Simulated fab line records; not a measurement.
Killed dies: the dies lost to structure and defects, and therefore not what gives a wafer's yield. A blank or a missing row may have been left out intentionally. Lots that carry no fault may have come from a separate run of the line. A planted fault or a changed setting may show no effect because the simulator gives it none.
Code-filled problem report in 8D (eight disciplines) form -- flow sky130 -- the parts of the form that need people (team, actions taken, sign-off) are left out

## 1. WHAT WENT WRONG
At SKY_GATE_OXIDE_OXIDATION_16, spike-tc-lower-C averages 791.0 C over 6 wafers from 2 lots, while fault-free wafers read 800.7 C, standard deviation 0.96. That puts it -10 standard deviations away from the usual mean.
The step: stabilise 600 s, purge 300 s, target thk 3.57 nm.
First seen on wafer L295.2, day 17 18:56, on furnace-01. Wafers with a number at this step in the record: 18, from 6 lots. Rule for "out" (also "out of limits"): further than 4 standard deviations from the usual mean. The rest of the wafers with a number are treated as sound.

## 2. WHAT IT IS, AND WHAT IT ISN'T
question,is,is not
which readings at this step,"spike-tc-lower-C, spike-tc-bottom-C, spike-tc-centre-C, spike-tc-upper-C",ramp-up-c-per-min
which lots,"L295, L296","L287, L301, L304, L307"
which wafers of those lots,all that have a number,-
read on which tools,furnace-01,furnace-02
when,from day 17 18:56,"up to then (3 sound wafers); but 9 sound wafers of L301, L304, L307 came after"

## 3. THE SUSPECTS, EACH WITH WHAT RULES IT OUT
Counting: a tool at a process step up to the reading stays a suspect if it ran every lot that is out and no sound lot after the first of them.
- furnace-01 at SKY_GATE_OXIDE_OXIDATION_16 (stabilise 600 s, purge 300 s, target thk 3.57 nm): ruled out as a lasting fault. The sound lots L307 went through it after L295, its earliest lot that is out (day 17 18:56).
Left after counting: nothing in the record.

## 4. THE CAUSE (what the simulator had put in)
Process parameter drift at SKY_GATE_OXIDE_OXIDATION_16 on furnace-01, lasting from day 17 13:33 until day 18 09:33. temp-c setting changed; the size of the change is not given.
Counting ruled it out, wrongly.

## 5. THE CHAIN OF EFFECTS, in route order
Each row: a reading where the mean over the struck wafers with a number is more than 3 standard deviations away from the usual. Readings are gone through only where the record gives a usual standard deviation; hours: the median, over the lots, of the time from a lot's start at the first step in this table giving one to that lot's start at this step; sigmas: the change measured in usual standard deviations.
hours,step,reading,usual,on struck wafers,change,sigmas
0,SKY_GATE_OXIDE_OXIDATION_16,spike-tc-bottom-C,818.9 C,808.2,-10.7,-7.6
0,SKY_GATE_OXIDE_OXIDATION_16,spike-tc-centre-C,800.8 C,791.5,-9.3,-8.5
0,SKY_GATE_OXIDE_OXIDATION_16,spike-tc-lower-C,800.7 C,791.0,-9.8,-10
0,SKY_GATE_OXIDE_OXIDATION_16,spike-tc-top-C,815.3 C,807.1,-8.2,-4.6
0,SKY_GATE_OXIDE_OXIDATION_16,spike-tc-upper-C,801.8 C,791.6,-10.2,-9.3
Here are the process steps it includes:
- SKY_GATE_OXIDE_OXIDATION_16: stabilise 600 s, purge 300 s, target thk 3.57 nm.

## 6. HOW IT WOULD HAVE BEEN CAUGHT EARLIER
In this record no reading fell out of limits until day 17 18:56, 5 hours after the fault had begun at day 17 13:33.
